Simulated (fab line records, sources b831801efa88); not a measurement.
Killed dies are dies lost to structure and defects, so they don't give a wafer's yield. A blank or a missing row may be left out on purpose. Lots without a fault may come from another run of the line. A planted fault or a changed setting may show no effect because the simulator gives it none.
One fault seen from 2 desks | flow gf180mcu | each desk has only its own numbers; what lay behind them comes last

THE TOOL OWNER'S DESK: implanter-01
The tool's own readings at GF_HV_LDD_IMPLANT_36: means of the sampled wafers that have a number, for each lot that ran on this tool. A lot is out of limits, marked OUT, if its mean lies more than 4 standard deviations from the usual mean; the brackets give that distance.
Columns: A = beam_energy_keV at GF_HV_LDD_IMPLANT_36, usual 60.001; B = dose_ions_cm2 at GF_HV_LDD_IMPLANT_36, usual 7.502e+12; C = faraday_current_uA at GF_HV_LDD_IMPLANT_36, usual 42.4
lot  | first seen here | A      | B                           | C
L266 | day 16 02:49    | 59.992 | 7.507e+12                   | 41.8
L268 | day 16 16:02    | 59.990 | 7.511e+12                   | 42.6
L269 | day 17 00:26    | 60.028 | 7.502e+12                   | 42.5
L270 | day 17 09:09    | 60.001 | 9.050e+12 (+99 or more) OUT | 51.3 (+11) OUT
L272 | day 18 04:09    | 60.010 | 9.052e+12 (+99 or more) OUT | 50.4 (+9.5) OUT
This desk's finding: out of limits on L270, L272; first on L270, day 17 09:09 (dose_ions_cm2 at GF_HV_LDD_IMPLANT_36). In limits: L266, L268, L269.

THE METROLOGY DESK
What the gauges read, lot by lot, whatever tool the lot ran on: means of the sampled wafers that have a number. A lot is out of limits, marked OUT, if its mean lies more than 4 standard deviations from the usual mean; the brackets give that distance.
Columns: A = POLY_GATE_CVD_00_THK at GF_POLY_GATE_THK_MEAS_01, usual 199.8 nm; B = HV_LDD_RS at GF_HV_LDD_RS_MEAS_53, usual 418.8 ohm/sq
lot  | first seen here | A     | B
L252 | day 8 17:28     | 200.8 | 418.0
L256 | day 9 14:56     | 198.2 | 419.0
L259 | day 10 14:11    | 200.3 | 419.1
L260 | day 10 17:55    | 201.1 | 419.2
L262 | day 11 06:46    | 197.7 | 419.5
L266 | day 12 11:09    | 197.3 | 417.7
L268 | day 13 00:26    | 198.2 | 417.8
L269 | day 13 07:35    | 200.4 | 419.4
L270 | day 13 14:15    | 200.4 | 415.0
L272 | day 14 07:54    | 199.2 | 415.7
L273 | day 14 12:47    | 201.0 | 418.3
L274 | day 14 22:54    | 198.5 | 417.0
This desk's finding: nothing out of limits on any of the 12 lots.

PUT TOGETHER
The tool owner's desk could have raised an alarm at day 17 09:09, on L270, L272.
The metrology desk saw nothing out of limits.
The metrology desk has L270, L272 on record, within its limits.
Of the lots named, all ran GF_HV_LDD_IMPLANT_36 on implanter-01.

WHAT THE SIMULATOR HAD PUT IN
Process parameter drift: implanter-01, from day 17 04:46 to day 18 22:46, at GF_HV_LDD_IMPLANT_36. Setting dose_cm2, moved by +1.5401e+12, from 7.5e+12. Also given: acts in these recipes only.
Lots struck among those shown: L270, L272.
Hours from the fault's start to each desk's first reading out of limits: the tool owner's desk, 4.
